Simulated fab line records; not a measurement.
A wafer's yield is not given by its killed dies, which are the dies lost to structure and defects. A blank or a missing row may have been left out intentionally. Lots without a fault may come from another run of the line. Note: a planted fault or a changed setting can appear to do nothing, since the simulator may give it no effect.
A struck lot beside a sound one || flow sky130 || 40 steps out of a route of 708
Sound: these wafers, L120.2, L120.3, L120.4. Struck: wafers L137.1, L137.3, L137.6. Last of all comes the cause.
Per side, at each step with rows, come the tool, then ch with its chambers, and then its first start. Under that, the readings that differ: sound wafers || struck wafers || difference of the means || sigmas: that difference in standard deviations of wafers without a fault.
alike: readings with means less than 2 such deviations apart, plus words and numbers identical on both sides. not compared: withheld readings, readings lacking a value on some wafer, bounds such as >300 that could conceal the same value, and numbers that have no deviation in the record and whose values overlap.
A row with sigmas, a row that says differs or no value, or rows on one side alone: a step with any of these is where the two part. Numbers that have no deviation but don't overlap get no sigmas and don't part them. A reading that every wafer of one side lacks parts them only if that side has two wafers or more.

first, 5 steps without rows for these wafers: SKY_VIA3_STRIP_17 (strips in post etch residue remover, time 1200 s); SKY_VIA3_CLEAN_18 (cleans in IPA, time 180 s); SKY_VIA3_CLEAN_19 (cleans in O3/DIW); SKY_VIA3_SPUTTER_20 (material TiN, target thk 20 nm, time 80 s); SKY_VIA3_CVD_21 (deposits W, target thk 390 nm, time 117.31 s).
SKY_VIA3_RS_MEAS_22: uses a four-point probe to measure.
  sound on film_metro-02, day 39 15:47; struck on film_metro-04, day 45 00:59
  alike: VIA3_W_RS
SKY_VIA3_THK_MEAS_23: measures by xrf.
  sound on film_metro-02, day 39 15:54; struck on film_metro-04, day 45 01:07
  alike: VIA3_W_THK
then, 1 step without rows for these wafers: SKY_VIA3_CMP_24 (polishes, stops on SiO2, t overpolish 20 s, target thk 0 nm).
SKY_METAL4_SPUTTER_00: material Ti, target thk 15 nm, time 10 s.
  sound on pvd_sputter-01, day 39 16:15; struck on pvd_sputter-02, day 45 01:28
  alike: cathode_dc_power_W, chamber_pressure_pa, throttle_valve_pct
SKY_METAL4_SPUTTER_01: material TiN, target thk 20 nm, time 16.7 s.
  sound on pvd_sputter-01, day 39 16:16; struck on pvd_sputter-02, day 45 01:29
  alike: cathode_dc_power_W, chamber_pressure_pa, throttle_valve_pct
SKY_METAL4_SPUTTER_02: material AlCu, target thk 735 nm, time 39.1 s.
  sound on pvd_sputter-01, day 39 16:18; struck on pvd_sputter-02, day 45 01:31
  alike: cathode_dc_power_W, chamber_pressure_pa, throttle_valve_pct
SKY_METAL4_SPUTTER_03: material Ti, target thk 5 nm, time 3.3 s.
  sound on pvd_sputter-01, day 39 16:20; struck on pvd_sputter-02, day 45 01:33
  alike: cathode_dc_power_W, chamber_pressure_pa, throttle_valve_pct
SKY_METAL4_SPUTTER_04: material TiN, target thk 70 nm, time 58.3 s.
  sound on pvd_sputter-01, day 39 16:22; struck on pvd_sputter-02, day 45 01:34
  no value came back on the struck wafers for cathode_dc_power_W (W), chamber_pressure_pa (Pa), throttle_valve_pct (%); on the sound wafers cathode_dc_power_W (W) reads 6500.0 6500.3 6498.5
SKY_CAP2M_CVD_00: deposits SiO2, target thk 15.5 nm.
  sound on pecvd-03 ch 0,1,2, day 39 16:25; struck on pecvd-01 ch 0,2, day 45 01:37
  alike: heater_power_w, rf_fwd_power_W, susceptor_temp_C
then, 8 steps without rows for these wafers: SKY_CAP2M_SPUTTER_02 (material TiN, target thk 200 nm, time 166.7 s); SKY_CAP2M_DEHYDRATE_05 (time 60 s); SKY_CAP2M_HMDS_06 (prime time 60 s); SKY_CAP2M_COAT_07 (resist thk 1140 nm); SKY_CAP2M_SOFTBAKE_08 (time 60 s); SKY_CAP2M_EXPOSE_09 (exposes mask CAP2M, target cd 1000 nm); SKY_CAP2M_PEB_10; SKY_CAP2M_DEVELOP_11 (develop time 60 s).
SKY_CAP2M_OVL_MEAS_12:
  sound on overlay-02, day 40 16:23; struck on overlay-01, day 45 22:14
  alike: CAP2M_OVL
then, 13 steps without rows for these wafers: SKY_CAP2M_METAL_ETCH_13 (etches TiN in Cl2/BCl3, stops on SiO2, target depth 220 nm, time 62.9 s); SKY_CAP2M_STRIP_14 (strips in O2/N2); SKY_CAP2M_STRIP_15 (strips in post etch residue remover, time 1200 s); SKY_CAP2M_CLEAN_16 (cleans in IPA, time 180 s); SKY_CAP2M_CLEAN_17 (cleans in O3/DIW); SKY_METAL4_DEHYDRATE_05 (time 60 s); SKY_METAL4_HMDS_06 (prime time 60 s); SKY_METAL4_COAT_07 (resist thk 60 nm); SKY_METAL4_COAT_08 (resist thk 1140 nm); SKY_METAL4_SOFTBAKE_09 (time 90 s); SKY_METAL4_EXPOSE_10 (exposes mask MM4, target cd 300 nm); SKY_METAL4_PEB_11; SKY_METAL4_DEVELOP_12 (develop time 60 s).
SKY_METAL4_CD_MEAS_13 targets a cd of 300 nm.
  sound on cd_sem-01, day 41 16:51; struck on cd_sem-02, day 46 18:44
  alike: cd_nm
SKY_METAL4_OVL_MEAS_14:
  sound on overlay-02, day 41 16:58; struck on overlay-01, day 46 18:51
  alike: METAL4_OVL
then, 1 step without rows for these wafers: SKY_METAL4_DESCUM_15 (chemistry O2, time 8 s).
SKY_METAL4_METAL_ETCH_18: etches the open film in Cl2/BCl3, stops on SiO2, target depth 845 nm, time 183.1 s.
  sound on rie_metal-04 ch 0,1, day 41 17:08; struck on rie_metal-01 ch 0,1, day 46 19:02
{"reading": "oes_product_au (a.u.)", "sound": "0.862 0.862 0.870", "struck": "0.820 0.818 0.823", "difference": -0.044, "sigmas": -8}
  alike: drypump_motor_current_A, mfc_cl2_sccm, rf_fwd_power_W, throttle_valve_pct
  not compared: rf_hours_counter_h

== WHERE THEY PART ==
Earliest at SKY_METAL4_SPUTTER_04; latest, in this record, at SKY_METAL4_METAL_ETCH_18.

WHY: the cause the simulator had injected
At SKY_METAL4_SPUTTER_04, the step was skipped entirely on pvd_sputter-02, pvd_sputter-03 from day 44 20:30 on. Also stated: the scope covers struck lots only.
